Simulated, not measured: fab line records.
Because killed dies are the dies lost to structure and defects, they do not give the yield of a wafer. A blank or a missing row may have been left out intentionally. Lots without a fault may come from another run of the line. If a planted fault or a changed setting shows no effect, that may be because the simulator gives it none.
2 desks looking at one fault -- flow sky130 -- what lay behind the numbers comes last; until then each desk has only its own

FROM THE METROLOGY DESK
What the gauges read for every lot (on any tool): the sampled wafers with a number, averaged. Any lot whose mean is over 4 standard deviations away from the usual mean is out of limits and marked OUT; that distance is given in the brackets.
Columns: A = VIA1_W_RS at SKY_VIA1_RS_MEAS_22, usual 0.431 ohm/sq; B = cd-nm at SKY_METAL2_CD_MEAS_15, usual 139.3 nm
lot,first seen here,A,B
L200,day 33 23:25,0.433,139.3
L202,day 34 17:27,0.432,140.4
L204,day 35 04:10,0.430,139.0
L210,day 37 07:26,0.423,141.0
L211,day 37 11:53,0.429,140.3
L217,day 40 15:03,0.428,142.3
L218,day 40 15:19,0.429,138.4
L221,day 40 16:43,0.436,139.5
L220,day 40 19:00,0.431,139.3
L222,day 41 13:38,0.434,138.1
L223,day 41 17:56,0.430,140.0
This desk's verdict: no lot among the 11 shows anything out of limits.

THE TOOL OWNER'S DESK: rie-metal-02
The tool's own readings at SKY_METAL1_METAL_ETCH_19 (etches the open film in Cl2/BCl3, stops on SiO2, target depth 360 nm, time 78 s): means of the sampled wafers that have a number, for each lot that ran on this tool. Any lot whose mean is over 4 standard deviations away from the usual mean is out of limits and marked OUT; that distance is given in the brackets.
Columns: A = chamber-pressure-mTorr at SKY_METAL1_METAL_ETCH_19, usual 9.999 mTorr; B = drypump-motor-current-A at SKY_METAL1_METAL_ETCH_19, usual 5.9 A; C = oes-product-au at SKY_METAL1_METAL_ETCH_19, usual 0.852 a.u.; D = throttle-valve-pct at SKY_METAL1_METAL_ETCH_19, usual 22.265 %
lot,first seen here,A,B,C,D
L202,day 33 12:32,9.993,5.8,0.857,22.253
L204,day 33 23:26,9.996,5.8,0.847,22.264
L210,day 36 03:17,9.995,5.8,0.834,22.267
L211,day 36 08:14,10.000,5.8,0.843,22.261
L218,day 39 12:25,10.001,6.0,0.859,22.263
This desk's verdict: no lot among the 5 shows anything out of limits.

PUT TOGETHER
At the metrology desk, nothing out of limits was observed.
The desk of the tool owner found nothing out of limits.

WHAT WAS PUT IN BY THE SIMULATOR
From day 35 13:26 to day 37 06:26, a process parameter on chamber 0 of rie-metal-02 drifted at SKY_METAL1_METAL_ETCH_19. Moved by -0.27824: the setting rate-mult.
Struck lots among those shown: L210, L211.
